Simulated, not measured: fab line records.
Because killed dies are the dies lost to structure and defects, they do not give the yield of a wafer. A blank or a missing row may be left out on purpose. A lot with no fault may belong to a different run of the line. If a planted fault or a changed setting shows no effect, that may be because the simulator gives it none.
Which of the tools did it? || flow sky130 || 13 lots, 39 wafers sampled, at 4 steps of a route of 708

## WHAT EACH GAUGE READ, for each wafer
SKY_CAPM_THK_MEAS_04: measures by xrf.
{"lot": "L790", "measured": "day 37 12:32", "on": "film-metro-03", "CAPM_TIN_THK (nm)": "201.2 201.3 197.8"}
{"lot": "L789", "measured": "day 37 13:28", "on": "film-metro-03", "CAPM_TIN_THK (nm)": "201.4 202.1 200.9"}
{"lot": "L792", "measured": "day 38 04:00", "on": "film-metro-03", "CAPM_TIN_THK (nm)": "204.2 202.1 203.4"}
{"lot": "L798", "measured": "day 39 19:29", "on": "film-metro-01", "CAPM_TIN_THK (nm)": "202.0 203.7 204.0"}
{"lot": "L800", "measured": "day 40 08:58", "on": "film-metro-01", "CAPM_TIN_THK (nm)": "199.3 197.3 199.2"}
{"lot": "L803", "measured": "day 41 04:45", "on": "film-metro-01", "CAPM_TIN_THK (nm)": "202.1 200.8 199.7"}
{"lot": "L805", "measured": "day 41 11:14", "on": "film-metro-03", "CAPM_TIN_THK (nm)": "201.4 202.7 199.6"}
{"lot": "L806", "measured": "day 41 17:19", "on": "film-metro-04", "CAPM_TIN_THK (nm)": "202.4 201.2 203.6"}
{"lot": "L807", "measured": "day 42 03:22", "on": "film-metro-04", "CAPM_TIN_THK (nm)": "202.3 200.4 202.8"}
{"lot": "L808", "measured": "day 42 08:50", "on": "film-metro-01", "CAPM_TIN_THK (nm)": "200.4 202.4 201.9"}
{"lot": "L809", "measured": "day 42 16:49", "on": "film-metro-04", "CAPM_TIN_THK (nm)": "204.4 204.0 205.3"}
{"lot": "L810", "measured": "day 43 00:16", "on": "film-metro-04", "CAPM_TIN_THK (nm)": "198.7 200.7 199.3"}
{"lot": "L811", "measured": "day 43 07:40", "on": "film-metro-04", "CAPM_TIN_THK (nm)": "201.7 199.4 201.4"}

SKY_METAL3_CD_MEAS_13: the cd target is 300 nm.
{"lot": "L790", "measured": "day 39 13:46", "on": "cd-sem-01", "cd-nm (nm)": "299.2 298.3 298.3"}
{"lot": "L789", "measured": "day 39 16:11", "on": "cd-sem-01", "cd-nm (nm)": "299.8 299.1 300.2"}
{"lot": "L792", "measured": "day 40 05:56", "on": "cd-sem-02", "cd-nm (nm)": "300.1 298.8 298.4"}
{"lot": "L798", "measured": "day 41 20:31", "on": "cd-sem-02", "cd-nm (nm)": "301.2 300.7 301.2"}
{"lot": "L800", "measured": "day 42 08:58", "on": "cd-sem-02", "cd-nm (nm)": "300.5 300.3 300.9"}
{"lot": "L803", "measured": "day 43 04:30", "on": "cd-sem-01", "cd-nm (nm)": "299.7 299.2 299.5"}
{"lot": "L805", "measured": "day 43 10:35", "on": "cd-sem-01", "cd-nm (nm)": "300.9 299.9 300.0"}
{"lot": "L806", "measured": "day 43 16:39", "on": "cd-sem-01", "cd-nm (nm)": "301.0 299.2 301.5"}
{"lot": "L807", "measured": "day 44 00:49", "on": "cd-sem-01", "cd-nm (nm)": "297.5 298.4 298.0"}
{"lot": "L808", "measured": "day 44 07:59", "on": "cd-sem-02", "cd-nm (nm)": "296.8 298.3 297.8"}
{"lot": "L809", "measured": "day 44 15:22", "on": "cd-sem-02", "cd-nm (nm)": "299.7 299.2 299.1"}
{"lot": "L810", "measured": "day 44 21:43", "on": "cd-sem-02", "cd-nm (nm)": "301.7 300.9 299.2"}
{"lot": "L811", "measured": "day 45 05:12", "on": "cd-sem-02", "cd-nm (nm)": "299.4 300.1 301.7"}

## EACH LOT AND THE TOOL THAT RAN IT (in order: tool; ch and the chambers of the sampled wafers; start)
{"lot": "L790", "SKY_METAL3_SPUTTER_00": "pvd-sputter-02, day 37 12:04", "SKY_METAL3_SPUTTER_02": "pvd-sputter-02, day 37 12:07"}
{"lot": "L789", "SKY_METAL3_SPUTTER_00": "pvd-sputter-02, day 37 12:59", "SKY_METAL3_SPUTTER_02": "pvd-sputter-02, day 37 13:02"}
{"lot": "L792", "SKY_METAL3_SPUTTER_00": "pvd-sputter-02, day 38 03:32", "SKY_METAL3_SPUTTER_02": "pvd-sputter-02, day 38 03:35"}
{"lot": "L798", "SKY_METAL3_SPUTTER_00": "pvd-sputter-03, day 39 19:01", "SKY_METAL3_SPUTTER_02": "pvd-sputter-03, day 39 19:04"}
{"lot": "L800", "SKY_METAL3_SPUTTER_00": "pvd-sputter-04, day 40 08:29", "SKY_METAL3_SPUTTER_02": "pvd-sputter-04, day 40 08:32"}
{"lot": "L803", "SKY_METAL3_SPUTTER_00": "pvd-sputter-02, day 41 04:17", "SKY_METAL3_SPUTTER_02": "pvd-sputter-02, day 41 04:20"}
{"lot": "L805", "SKY_METAL3_SPUTTER_00": "pvd-sputter-02, day 41 10:46", "SKY_METAL3_SPUTTER_02": "pvd-sputter-02, day 41 10:49"}
{"lot": "L806", "SKY_METAL3_SPUTTER_00": "pvd-sputter-02, day 41 16:50", "SKY_METAL3_SPUTTER_02": "pvd-sputter-02, day 41 16:53"}
{"lot": "L807", "SKY_METAL3_SPUTTER_00": "pvd-sputter-02, day 42 02:52", "SKY_METAL3_SPUTTER_02": "pvd-sputter-02, day 42 02:55"}
{"lot": "L808", "SKY_METAL3_SPUTTER_00": "pvd-sputter-02, day 42 08:21", "SKY_METAL3_SPUTTER_02": "pvd-sputter-02, day 42 08:24"}
{"lot": "L809", "SKY_METAL3_SPUTTER_00": "pvd-sputter-04, day 42 16:21", "SKY_METAL3_SPUTTER_02": "pvd-sputter-04, day 42 16:24"}
{"lot": "L810", "SKY_METAL3_SPUTTER_00": "pvd-sputter-02, day 42 23:47", "SKY_METAL3_SPUTTER_02": "pvd-sputter-02, day 42 23:50"}
{"lot": "L811", "SKY_METAL3_SPUTTER_00": "pvd-sputter-04, day 43 07:13", "SKY_METAL3_SPUTTER_02": "pvd-sputter-04, day 43 07:16"}
- SKY_METAL3_SPUTTER_00: material Ti, target thk 15 nm, time 10 s.
- SKY_METAL3_SPUTTER_02: material AlCu, target thk 735 nm, time 39.1 s.

## WHAT THE TOOLS THEMSELVES READ (means of the sampled wafers that have a number; where no wafer has one, the mark that the record gives instead)
SKY_METAL3_SPUTTER_00.
{"lot": "L790", "tool": "pvd-sputter-02", "throttle-valve-pct (%)": 30.9}
{"lot": "L789", "tool": "pvd-sputter-02", "throttle-valve-pct (%)": 31.1}
{"lot": "L792", "tool": "pvd-sputter-02", "throttle-valve-pct (%)": 30.4}
{"lot": "L798", "tool": "pvd-sputter-03", "throttle-valve-pct (%)": 30.5}
{"lot": "L800", "tool": "pvd-sputter-04", "throttle-valve-pct (%)": 29.9}
{"lot": "L803", "tool": "pvd-sputter-02", "throttle-valve-pct (%)": 31.2}
{"lot": "L805", "tool": "pvd-sputter-02", "throttle-valve-pct (%)": 30.3}
{"lot": "L806", "tool": "pvd-sputter-02", "throttle-valve-pct (%)": 30.4}
{"lot": "L807", "tool": "pvd-sputter-02", "throttle-valve-pct (%)": 30.2}
{"lot": "L808", "tool": "pvd-sputter-02", "throttle-valve-pct (%)": 30.2}
{"lot": "L809", "tool": "pvd-sputter-04", "throttle-valve-pct (%)": 30.0}
{"lot": "L810", "tool": "pvd-sputter-02", "throttle-valve-pct (%)": 31.0}
{"lot": "L811", "tool": "pvd-sputter-04", "throttle-valve-pct (%)": 30.4}

SKY_METAL3_SPUTTER_02.
{"lot": "L790", "tool": "pvd-sputter-02", "throttle-valve-pct (%)": 30.9}
{"lot": "L789", "tool": "pvd-sputter-02", "throttle-valve-pct (%)": 31.3}
{"lot": "L792", "tool": "pvd-sputter-02", "throttle-valve-pct (%)": 30.4}
{"lot": "L798", "tool": "pvd-sputter-03", "throttle-valve-pct (%)": 30.7}
{"lot": "L800", "tool": "pvd-sputter-04", "throttle-valve-pct (%)": 30.0}
{"lot": "L803", "tool": "pvd-sputter-02", "throttle-valve-pct (%)": 31.1}
{"lot": "L805", "tool": "pvd-sputter-02", "throttle-valve-pct (%)": 30.4}
{"lot": "L806", "tool": "pvd-sputter-02", "throttle-valve-pct (%)": 30.3}
{"lot": "L807", "tool": "pvd-sputter-02", "throttle-valve-pct (%)": 30.3}
{"lot": "L808", "tool": "pvd-sputter-02", "throttle-valve-pct (%)": 30.3}
{"lot": "L809", "tool": "pvd-sputter-04", "throttle-valve-pct (%)": 29.9}
{"lot": "L810", "tool": "pvd-sputter-02", "throttle-valve-pct (%)": 31.0}
{"lot": "L811", "tool": "pvd-sputter-04", "throttle-valve-pct (%)": 30.5}

## THE ANSWER, worked out from the rows above alone
Rule: the lots themselves supply what counts as usual. The widest of any qualifying gaps counts: lots, ordered by their means at a reading, are off when they make up no more than a third of the lots, leave a main group of 4 or more, and stand apart from it by 3 or more times the standard deviation of that group's means. A main group is skipped when, at the precision printed for the reading in the tables above, its means are all equal. A lot without any number at a reading at which 4 lots or more have one is off too. The other lots that the step has rows for count as sound. After the gauges, taken in route order, come the tools' own readings; for these a lot's mean is taken, as printed above. The first step at which some lot is off is used, and at that step the reading that is off furthest; a lot without a number counts as furthest.
No lot is off at any reading shown: from this, nothing can be told.

## WHAT THE SIMULATOR PUT IN
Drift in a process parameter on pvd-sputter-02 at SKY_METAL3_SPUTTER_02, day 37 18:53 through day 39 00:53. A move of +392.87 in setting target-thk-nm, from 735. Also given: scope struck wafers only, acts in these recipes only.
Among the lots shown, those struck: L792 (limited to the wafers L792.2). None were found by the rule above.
